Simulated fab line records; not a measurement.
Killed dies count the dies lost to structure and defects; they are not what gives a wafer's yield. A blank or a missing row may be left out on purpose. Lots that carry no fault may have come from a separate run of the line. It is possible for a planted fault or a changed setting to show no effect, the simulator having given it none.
A lot that was struck, set against a sound lot ; flow gf180mcu ; 35 steps out of a route of 602
Sound: these wafers, L668.1, L668.2, L668.4. Wafers L665.2, L665.5, L665.6 were the ones struck. The cause comes at the end.
Each step with rows lists, per side, the tool, then ch with its chambers, then its first start. Under that, the readings that differ: sound wafers ; struck wafers ; difference of the means ; sigmas: that difference in standard deviations of wafers without a fault.
alike: words and numbers the same on both sides, and readings whose means are apart by under 2 such deviations; not compared: readings that were withheld, readings missing a value for some wafer, numbers with overlapping values and no deviation given by the record, and bounds like >300 which may hide the same value.
Wherever a step has rows on one side only, a row that says differs or no value, or a row with sigmas, the two part there. Numbers that don't overlap but have no deviation are shown without sigmas and don't part them. A reading that every wafer of one side lacks parts them only if that side has two wafers or more.

first, 1 step without rows for these wafers: GF_POLY_GATE_DEVELOP_09 (develop time 60 s).
GF_POLY_GATE_CD_MEAS_10: target cd 280 nm.
  sound on cd_sem-01 at day 12 01:34; struck on cd_sem-02 at day 11 05:02
  alike: cd_nm
GF_POLY_GATE_OVL_MEAS_11:
  sound on overlay-02 at day 12 01:41; struck on overlay-02 at day 11 05:08
  alike: POLY_GATE_OVL
GF_POLY_GATE_ETCH_12: etches BARC in N2/H2.
  sound on rie_diel-04 ch 0,2,3, day 12 01:43; struck on rie_diel-03 ch 1,2,3, day 11 05:10
  alike: drypump_motor_current_A, n2_flow_sccm, oes_product_au, throttle_valve_pct
GF_POLY_GATE_ETCH_13: etches poly-Si in HBr/Cl2, stops on SiO2, target depth 198.5 nm, time 69.6 s.
  sound on rie_si-01 ch 0,1,2, day 12 01:46; struck on rie_si-01 ch 0,1, day 11 05:14
  alike: drypump_motor_current_A, mfc_cl2_sccm, oes_product_au, throttle_valve_pct
  not compared: rf_hours_counter_h
GF_POLY_GATE_STRIP_14: strips in O2/N2.
  sound on plasma_asher-01 ch 0,1, day 12 01:50; struck on plasma_asher-02 ch 0,1, day 11 05:17
reading;sound;struck;difference;sigmas
heater_power_w (W);347 340 340;285 290 289;-54;-2
  alike: drypump_motor_current_A, n2_flow_sccm, oes_product_au
  not compared: rf_hours_counter_h
then, 2 steps without rows for these wafers: GF_POLY_GATE_CLEAN_15 (cleans in SC1/SC2, time 150 s); GF_POLY_GATE_OXIDATION_16 (stabilise 600 s, purge 300 s, target thk 4 nm).
GF_POLY_GATE_THK_MEAS_17:
  sound on film_metro-03 at day 12 04:19; struck on film_metro-03 at day 11 06:41
  alike: POLY_GATE_OXIDATION_THK
GF_POLY_GATE_CD_MEAS_18:
  sound on cd_sem-01 at day 12 04:23; struck on cd_sem-01 at day 11 06:46
  alike: cd_nm
then, 2 steps without rows for these wafers: GF_HV_LDD_DEHYDRATE_00 (time 60 s); GF_HV_LDD_HMDS_01 (prime time 60 s).
GF_HV_LDD_COAT_02: resist thk 1000 nm.
  struck on litho_track-03, day 11 16:12; sound on litho_track-01 ch 0, day 12 13:39
  no value came back on the struck wafers for chill_plate_temp_C (C), dispense_pressure_kPa (kPa); on the sound wafers chill_plate_temp_C (C) reads 23.10 22.93 22.99
then, 4 steps without rows for these wafers: GF_HV_LDD_SOFTBAKE_03 (time 60 s); GF_HV_LDD_EXPOSE_04 (exposes mask Nplus LV AREA, target cd 400 nm); GF_HV_LDD_PEB_05; GF_HV_LDD_DEVELOP_06 (develop time 60 s).
GF_HV_LDD_CD_MEAS_07: target cd 400 nm.
  sound on cd_sem-01 at day 13 00:00; struck on cd_sem-02 at day 12 01:47
reading;sound;struck;difference;sigmas
cd_nm (nm);402.8 403.4 403.6;- - -;no value on the struck wafers;
GF_HV_LDD_OVL_MEAS_08:
  sound on overlay-01 at day 13 00:07; struck on overlay-01 at day 12 01:54
reading;sound;struck;difference;sigmas
HV_LDD_OVL (nm);4.5 2.7 4.0;- - -;no value on the struck wafers;
then, 1 step without rows for these wafers: GF_HV_LDD_IMPLANT_09.
GF_HV_LDD_STRIP_10: strips in O2/N2.
  sound on plasma_asher-04 ch 0,1, day 13 00:19; struck on plasma_asher-02 ch 0,1, day 12 02:05
  no value came back on the struck wafers for oes_product_au (a.u.), strip_time_to_endpoint_s (s); on the sound wafers oes_product_au (a.u.) reads 0.718 0.720 0.712
  alike: drypump_motor_current_A, heater_power_w, n2_flow_sccm
  not compared: rf_hours_counter_h
GF_HV_LDD_TW_MEAS_11:
  sound on film_metro-04 at day 13 00:25; struck on film_metro-03 at day 12 02:11
  alike: HV_LDD_TW
then, 7 steps without rows for these wafers: GF_HV_LDD_DEHYDRATE_12 (time 60 s); GF_HV_LDD_HMDS_13 (prime time 60 s); GF_HV_LDD_COAT_14 (resist thk 1000 nm); GF_HV_LDD_SOFTBAKE_15 (time 60 s); GF_HV_LDD_EXPOSE_16 (exposes mask Pplus LV AREA, target cd 400 nm); GF_HV_LDD_PEB_17; GF_HV_LDD_DEVELOP_18 (develop time 60 s).
GF_HV_LDD_CD_MEAS_19: target cd 400 nm.
  sound on cd_sem-02 at day 13 19:57; struck on cd_sem-01 at day 12 21:25
  alike: cd_nm
GF_HV_LDD_OVL_MEAS_20:
  sound on overlay-01 at day 13 20:04; struck on overlay-01 at day 12 21:32
  alike: HV_LDD_01_OVL
then, 1 step without rows for these wafers: GF_HV_LDD_IMPLANT_21.
GF_HV_LDD_STRIP_22: strips in O2/N2.
  sound on plasma_asher-02 ch 0,1, day 13 20:16; struck on plasma_asher-03 ch 0,1, day 12 21:43
  alike: drypump_motor_current_A, heater_power_w, n2_flow_sccm, oes_product_au, strip_time_to_endpoint_s
  not compared: rf_hours_counter_h
GF_HV_LDD_TW_MEAS_23:
  sound on film_metro-04 at day 13 20:22; struck on film_metro-04 at day 12 22:02
reading;sound;struck;difference;sigmas
HV_LDD_2_TW;1067 1069 1067;2487 2490 2486;+1420;+89
  not compared: hold
GF_PASSIVATION_PROBE_99:
  the record has rows for the sound wafers here (prober-02, day 32 01:16) and none for the struck ones

## WHERE THEY PART
Earliest at GF_POLY_GATE_STRIP_14; latest, in this record, at GF_PASSIVATION_PROBE_99.

WHY: what the simulator had put in
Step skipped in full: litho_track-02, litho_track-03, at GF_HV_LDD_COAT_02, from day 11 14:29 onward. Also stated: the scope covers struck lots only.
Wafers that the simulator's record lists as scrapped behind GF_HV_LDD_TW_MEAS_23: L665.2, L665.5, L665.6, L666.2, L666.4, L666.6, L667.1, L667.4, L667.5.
